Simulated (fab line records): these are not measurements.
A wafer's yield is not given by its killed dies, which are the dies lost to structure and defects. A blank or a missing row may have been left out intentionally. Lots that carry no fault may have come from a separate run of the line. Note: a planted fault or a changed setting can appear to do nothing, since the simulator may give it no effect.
A struck lot beside a sound one | flow gf180mcu | 15 out of 602 route steps
Sound: wafers L929.2, L929.3, L929.4. Struck: wafers L939.2, L939.3 (left out: L939.5, a lot-mate that was not struck); the cause follows at the end.
Each step with rows lists, per side, the tool, then ch with its chambers, then its first start. Under that, the readings that differ: sound wafers | struck wafers | difference of the means | sigmas: that difference in standard deviations of wafers without a fault.
alike: a reading whose means differ by less than 2 such deviations, as well as words and numbers matching on both sides. not compared: withheld readings; readings where some wafer has no value; bounds like >300 that might hide an equal value; numbers whose values overlap and for which the record gives no deviation.
Wherever a step has rows on one side only, a row that says differs or no value, or a row with sigmas, the two part there. Numbers that don't overlap but have no deviation are shown without sigmas and don't part them. A reading that every wafer of one side lacks parts them only if that side has two wafers or more.

GF_V2_ETCH_16: etches BARC in N2/H2.
  sound on rie_diel-01 ch 0,1,2, day 20 16:51; struck on rie_diel-03 ch 0,2, day 24 09:31
  alike: drypump_motor_current_A, h2_flow_sccm, oes_product_au, rf_fwd_power_W, throttle_valve_pct
then, 1 step without rows for these wafers: GF_V2_ETCH_17 (etches SiO2 in C4F8/O2/Ar, stops on TiN, target depth 630 nm).
GF_V2_STRIP_18: strips in O2/N2.
  sound on plasma_asher-01 ch 0,1, day 20 16:59; struck on plasma_asher-01 ch 0,1, day 24 09:39
  alike: drypump_motor_current_A, heater_power_w, oes_product_au
  not compared: rf_hours_counter_h
then, 5 steps without rows for these wafers: GF_V2_STRIP_19 (strips in post etch residue remover, time 1200 s); GF_V2_CLEAN_20 (cleans in DIW); GF_V2_SPUTTER_21 (material Ti, target thk 15 nm, time 80.02 s); GF_V2_SPUTTER_22 (material TiN, target thk 10 nm, time 40 s); GF_V2_CVD_23 (deposits W, target thk 350 nm, time 104.94 s).
GF_V2_RS_MEAS_24: the measuring method here is four-point-probe.
  struck on film_metro-01, day 24 10:25; sound on film_metro-02, day 20 17:52
  alike: V2_W_RS
GF_V2_THK_MEAS_25: measures by xrf.
  struck on film_metro-01, day 24 10:32; sound on film_metro-02, day 20 17:58
  alike: V2_W_THK
GF_V2_CMP_26: polishes, stops on SiO2, t overpolish 15 s, target thk 0 nm.
  sound on cmp-02 ch 0,1,2, day 20 18:04; struck on cmp-01 ch 1,3, day 24 10:38
  alike: motor_current_A, overpolish_run_s, slurry_filter_dp_kPa, time_to_endpoint_s
GF_M3_SPUTTER_00: material Ti, target thk 37.5 nm, time 150 s.
  struck on pvd_sputter-01, day 24 10:53; sound on pvd_sputter-03, day 20 18:19
  alike: chamber_pressure_pa, throttle_valve_pct
GF_M3_SPUTTER_01: material TiN, target thk 30 nm, time 25 s.
  struck on pvd_sputter-01, day 24 10:59; sound on pvd_sputter-03, day 20 18:25
  reading                                | sound            | struck      | difference | sigmas
  model.TiN_of_M3_SPUTTER_01.thk_nm (nm) | 30.19 30.4 29.94 | 20.35 20.04 | -9.98      |
  alike: chamber_pressure_pa, throttle_valve_pct
GF_M3_SPUTTER_02: material AlCu, target thk 450 nm, time 23.9 s.
  struck on pvd_sputter-01, day 24 11:01; sound on pvd_sputter-03, day 20 18:27
  alike: chamber_pressure_pa, throttle_valve_pct
following that, these wafers have no rows for 1 step: GF_PASSIVATION_PROBE_99.

## WHERE THEY PART
Nowhere in this record.

WHY: whatever the simulator had introduced
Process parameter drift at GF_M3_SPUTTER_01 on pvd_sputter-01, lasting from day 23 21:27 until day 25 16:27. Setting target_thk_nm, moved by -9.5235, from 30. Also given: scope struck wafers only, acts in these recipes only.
